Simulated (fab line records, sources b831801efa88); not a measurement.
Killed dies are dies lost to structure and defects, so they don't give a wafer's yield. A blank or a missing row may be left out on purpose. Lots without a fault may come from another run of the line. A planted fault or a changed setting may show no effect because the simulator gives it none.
Problem report in the 8D (eight disciplines) form, filled by code | flow gf180mcu | the parts of the form that need people (team, actions taken, sign-off) are left out

1. THE PROBLEM
developer_temp_C at GF_STI_DEVELOP_11 reads a mean of 21.85 C on 6 wafers of 2 lots; wafers without a fault read 21.00 C with a standard deviation of 0.11. That is +7.7 standard deviations from the usual mean.
The step: develop time 60 s.
First seen on wafer L249.1, day 5 16:24, on litho_track-04. The record holds 42 wafers of 14 lots with a number at this step. Rule for "out", or "out of limits": more than 4 standard deviations from the usual mean. The other wafers with a number count as sound.

2. WHAT IT IS AND WHAT IT IS NOT
question                    | is                     | is not
which readings at this step | developer_temp_C       | resist_line_temp_C
which lots                  | L249, L251             | L232, L233, L235, L237, L238, L241, L243, L244, L245, L246, L248, L250
which wafers of those lots  | all that have a number | -
read on which tools         | litho_track-04         | litho_track-01, litho_track-03
when                        | from day 5 16:24       | up to then (33 sound wafers); but 3 sound wafers of L250 came after

3. SUSPECTS, AND WHAT RULES EACH OUT
Counting: a tool at a process step up to the reading stays a suspect if it ran every lot that is out and no sound lot after the first of them.
- litho_track-04 at GF_STI_DEVELOP_11 (develop time 60 s): kept. It ran every lot that is out, first L249 (day 5 16:24), and no sound lot after that; its last sound lot up to then is L248 (day 5 12:28). Its own readings are out on those wafers: developer_temp_C.
Left after counting: litho_track-04 at GF_STI_DEVELOP_11.

4. THE CAUSE (what the simulator had put in)
Process parameter drift: litho_track-04, from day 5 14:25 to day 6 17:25, at GF_STI_DEVELOP_11. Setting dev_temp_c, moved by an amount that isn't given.
Counting left only this tool.

5. THE CHAIN OF EFFECTS, in route order
Each row: a reading whose mean over the struck wafers that have a number lies more than 3 standard deviations from the usual. Only readings for which the record gives a usual standard deviation are gone through. hours: the time from each lot's start at the first step in this table that gives one to its start at this step, as a median over the lots. sigmas: the change in usual standard deviations.
hours | step              | reading          | usual   | on struck wafers | change | sigmas
0     | GF_STI_DEVELOP_11 | developer_temp_C | 21.00 C | 21.85            | +0.85  | +7.7
The process steps in it:
- GF_STI_DEVELOP_11: develop time 60 s.
Later measuring or inspecting steps at which every struck wafer that the step has a row for has a number for every such reading, and none has moved that far: GF_STI_THK_MEAS_30.

6. WHAT WOULD HAVE CAUGHT IT SOONER
In this record the first reading out of limits was taken at day 5 16:24, 2 hours after the fault began at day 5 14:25.
